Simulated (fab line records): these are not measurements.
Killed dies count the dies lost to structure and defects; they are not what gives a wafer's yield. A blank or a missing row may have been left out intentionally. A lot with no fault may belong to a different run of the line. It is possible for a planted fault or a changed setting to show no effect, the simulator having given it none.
A struck lot beside a sound one :: flow sky130 :: 21 steps out of a route of 708
Sound: wafers L453.2, L453.3, L453.4. Wafers L459.3, L459.4, L459.5 were the ones struck. At the end, the cause is stated.
Per side, at each step with rows, come the tool, then ch with its chambers, and then its first start. Under that, the readings that differ: sound wafers :: struck wafers :: difference of the means :: sigmas: that difference in standard deviations of wafers without a fault.
alike: readings whose means differ by less than 2 such deviations, and words and numbers that are the same on both sides. not compared: withheld readings, readings that some wafer has no value for, bounds like >300 that may hide the same value, and numbers for which the record gives no deviation and whose values overlap.
The two part at a step that has a row with sigmas, a row that says differs or no value, or rows on one side only. Numbers that have no deviation but don't overlap get no sigmas and don't part them. A reading missing from all wafers of one side parts the sides only when that side holds two or more wafers.

first, 4 steps without rows for these wafers: SKY_PWDE_SOFTBAKE_03; SKY_PWDE_EXPOSE_04 (exposes mask PWDEM, target cd 840 nm); SKY_PWDE_PEB_05; SKY_PWDE_DEVELOP_06 (develop time 60 s).
SKY_PWDE_OVL_MEAS_07:
  sound on overlay-02 at day 5 03:03; struck on overlay-01 at day 6 23:27
  alike: PWDE_OVL
then, 1 step without rows for these wafers: SKY_PWDE_IMPLANT_08.
SKY_PWDE_STRIP_09: strips in O2/N2.
  sound on plasma_asher-01 ch 0,1, day 5 03:14; struck on plasma_asher-01 ch 0,1, day 6 23:40
  alike: drypump_motor_current_A, o2_flow_sccm, oes_product_au, strip_time_to_endpoint_s
  not compared: rf_hours_counter_h
SKY_PWDE_TW_MEAS_10:
  sound on film_metro-04 at day 5 03:20; struck on film_metro-04 at day 6 23:45
  alike: PWDE_TW
then, 4 steps without rows for these wafers: SKY_NWELL_DEHYDRATE_03 (time 60 s); SKY_NWELL_HMDS_04 (prime time 60 s); SKY_NWELL_COAT_05 (resist thk 3000 nm); SKY_NWELL_SOFTBAKE_06.
SKY_NWELL_EXPOSE_07: exposes mask NWM, target cd 840 nm.
  sound on iline_stepper-01 ch 0, day 5 12:15; struck on iline_stepper-01 ch 0, day 7 10:07
reading: mask
sound: NWM#0 NWM#0 NWM#0
struck: HVTPM#0 HVTPM#0 HVTPM#0
difference: differs
sigmas: 
then, 2 steps without rows for these wafers: SKY_NWELL_PEB_08; SKY_NWELL_DEVELOP_09 (develop time 60 s).
SKY_NWELL_OVL_MEAS_10:
  sound on overlay-02 at day 5 20:20; struck on overlay-02 at day 7 19:20
reading: NWELL_00_OVL (nm)
sound: -3.3 0.0 0.8
struck: - - -
difference: no value on the struck wafers
sigmas: 
then, 3 steps without rows for these wafers: SKY_NWELL_IMPLANT_11; SKY_NWELL_IMPLANT_12; SKY_NWELL_IMPLANT_13.
SKY_NWELL_STRIP_14: strips in O2/N2.
  sound on plasma_asher-02 ch 0,1, day 5 20:49; struck on plasma_asher-03 ch 0,1, day 7 19:51
  alike: drypump_motor_current_A, o2_flow_sccm, oes_product_au, strip_time_to_endpoint_s
  not compared: rf_hours_counter_h
SKY_NWELL_TW_MEAS_15:
  sound on film_metro-04 at day 5 20:55; struck on film_metro-04 at day 7 20:10
reading: NWELL_TW
sound: 1819 1831 1836
struck: 30 30 31
difference: -1798
sigmas: -82
  not compared: hold

== WHERE THEY PART ==
Last at SKY_NWELL_TW_MEAS_15 as far as this record goes, first at SKY_NWELL_EXPOSE_07.

WHY: whatever the simulator had introduced
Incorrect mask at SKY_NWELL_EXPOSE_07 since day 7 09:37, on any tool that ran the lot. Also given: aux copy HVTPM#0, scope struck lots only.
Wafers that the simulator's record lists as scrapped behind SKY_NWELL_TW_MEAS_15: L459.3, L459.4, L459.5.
